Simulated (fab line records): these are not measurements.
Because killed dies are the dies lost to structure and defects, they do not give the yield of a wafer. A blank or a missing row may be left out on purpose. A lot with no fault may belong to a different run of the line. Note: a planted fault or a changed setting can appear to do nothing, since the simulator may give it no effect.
Struck lot and sound lot, side by side || flow gf180mcu || 29 steps out of a route of 602
Sound: wafers L886.3, L886.4, L886.5. Struck: wafer L884.5. (L884.3, L884.4 of the same lot were not struck and are left out.) The cause comes at the end.
At each step with rows: each side's tool, then ch and its chambers, then its first start. Under that, the readings that differ: sound wafers || struck wafers || difference of the means || sigmas: that difference in standard deviations of wafers without a fault.
alike: readings whose means differ by less than 2 such deviations, and words and numbers that are the same on both sides. not compared: withheld readings, readings that some wafer has no value for, bounds like >300 that may hide the same value, and numbers for which the record gives no deviation and whose values overlap.
A row with sigmas, a row that says differs or no value, or rows on one side alone: a step with any of these is where the two part. Non-overlapping numbers with no deviation appear without sigmas and do not part them. A reading that every wafer of one side lacks parts them only if that side has two wafers or more.

first, 4 steps without rows for these wafers: GF_V5_STRIP_19 (strips in post etch residue remover, time 1200 s); GF_V5_CLEAN_20 (cleans in DIW); GF_V5_SPUTTER_21 (material Ti, target thk 15 nm, time 80.02 s); GF_V5_SPUTTER_22 (material TiN, target thk 10 nm, time 40 s).
GF_V5_CVD_23: deposits W, target thk 350 nm, time 104.9 s.
  sound on cvd-w-02 ch 0,1, day 31 19:59; struck on cvd-w-02 ch 0, day 31 05:05
  alike: heater-power-w, susceptor-temp-C
GF_V5_RS_MEAS_24: the measuring method here is four-point-probe.
  struck on film-metro-02, day 31 05:12; sound on film-metro-01, day 31 20:05
  alike: V5_W_RS
GF_V5_THK_MEAS_25: measures by xrf.
  struck on film-metro-02, day 31 05:18; sound on film-metro-01, day 31 20:11
  alike: V5_W_THK
GF_V5_CMP_26: polishes, stops on SiO2, t overpolish 15 s, target thk 0 nm.
  sound on cmp-01 ch 0,1,3, day 31 20:20; struck on cmp-02 ch 2, day 31 05:35
  alike: motor-current-A, overpolish-run-s, time-to-endpoint-s
GF_TOP_METAL_SPUTTER_00: material Ti, target thk 37.5 nm, time 150 s.
  struck on pvd-sputter-01, day 31 05:53; sound on pvd-sputter-02, day 31 20:32
{"reading": "chamber-pressure-pa (Pa)", "sound": "2.002 1.996 1.996", "struck": 2.006, "difference": "+0.008", "sigmas": "+2"}
  alike: cathode-dc-power-W, throttle-valve-pct
then, 2 steps without rows for these wafers: GF_TOP_METAL_SPUTTER_01 (material TiN, target thk 30 nm, time 25 s); GF_TOP_METAL_SPUTTER_02 (material AlCu, target thk 900 nm, time 47.82 s).
GF_TOP_METAL_SPUTTER_03: material Ti, target thk 5 nm, time 3.3 s.
  struck on pvd-sputter-01, day 31 06:04; sound on pvd-sputter-02, day 31 20:43
  alike: cathode-dc-power-W, chamber-pressure-pa, throttle-valve-pct
GF_TOP_METAL_SPUTTER_04: material TiN, target thk 25 nm, time 20.8 s.
  struck on pvd-sputter-01, day 31 06:05; sound on pvd-sputter-02, day 31 20:43
{"reading": "cathode-dc-power-W (W)", "sound": "6502.2 6501.6 6500.2", "struck": 3394.5, "difference": -3106.8, "sigmas": "-99 or more"}
{"reading": "model.TiN_of_TOP_METAL_SPUTTER_04.thk-nm (nm)", "sound": "25.11 25.05 25.09", "struck": 13, "difference": -12, "sigmas": ""}
  alike: chamber-pressure-pa, throttle-valve-pct
GF_TOP_METAL_RS_MEAS_05: the measuring method here is four-point-probe.
  struck on film-metro-02, day 31 06:08; sound on film-metro-01, day 31 20:47
{"reading": "TOP_METAL_ALCU_RS (ohm/sq)", "sound": "0.0323 0.0323 0.0320", "struck": 0.0331, "difference": "+0.0009", "sigmas": "+3"}
GF_TOP_METAL_THK_MEAS_06: measures by xrf.
  struck on film-metro-02, day 31 06:14; sound on film-metro-01, day 31 20:53
  alike: TOP_METAL_ALCU_THK
then, 7 steps without rows for these wafers: GF_TOP_METAL_DEHYDRATE_07 (time 60 s); GF_TOP_METAL_HMDS_08 (prime time 60 s); GF_TOP_METAL_COAT_09 (resist thk 1500 nm); GF_TOP_METAL_SOFTBAKE_10 (time 60 s); GF_TOP_METAL_EXPOSE_11 (exposes mask MetalTop, target cd 440 nm); GF_TOP_METAL_PEB_12; GF_TOP_METAL_DEVELOP_13 (develop time 60 s).
GF_TOP_METAL_CD_MEAS_14: target cd 440 nm.
  struck on cd-sem-01, day 31 23:07; sound on cd-sem-02, day 32 13:23
  alike: cd-nm
GF_TOP_METAL_OVL_MEAS_15:
  struck on overlay-02, day 31 23:12; sound on overlay-02, day 32 13:28
  alike: TOP_METAL_OVL
then, 1 step without rows for these wafers: GF_TOP_METAL_METAL_ETCH_16 (etches the open film in Cl2/BCl3, stops on SiO2, target depth 1197 nm, time 199.5 s).
GF_TOP_METAL_STRIP_17: strips in O2/N2.
  sound on plasma-asher-03 ch 0,1, day 32 13:43; struck on plasma-asher-03 ch 1, day 31 23:31
  alike: drypump-motor-current-A, heater-power-w, oes-product-au, strip-time-to-endpoint-s
  not compared: rf-hours-counter-h
GF_TOP_METAL_STRIP_18: strips in post etch residue remover, time 1200 s.
  sound on wet-bench-01 ch 3, day 32 13:47; struck on wet-bench-02 ch 3, day 31 23:35
{"reading": "model.TiN_of_TOP_METAL_SPUTTER_04.thk-nm (nm)", "sound": "24.7 24.64 24.68", "struck": 12.58, "difference": -12.09, "sigmas": ""}
  alike: temp-c
then, 2 steps without rows for these wafers: GF_TOP_METAL_CLEAN_19 (cleans in DIW); GF_PASSIVATION_PROBE_99.

== WHERE THEY PART ==
First at GF_TOP_METAL_SPUTTER_00; last, within this record, at GF_TOP_METAL_RS_MEAS_05. Later steps at which nothing parts them and some readings are alike: GF_TOP_METAL_THK_MEAS_06, GF_TOP_METAL_CD_MEAS_14, GF_TOP_METAL_OVL_MEAS_15, GF_TOP_METAL_STRIP_17, GF_TOP_METAL_STRIP_18.

WHY: what had been put in by the simulator
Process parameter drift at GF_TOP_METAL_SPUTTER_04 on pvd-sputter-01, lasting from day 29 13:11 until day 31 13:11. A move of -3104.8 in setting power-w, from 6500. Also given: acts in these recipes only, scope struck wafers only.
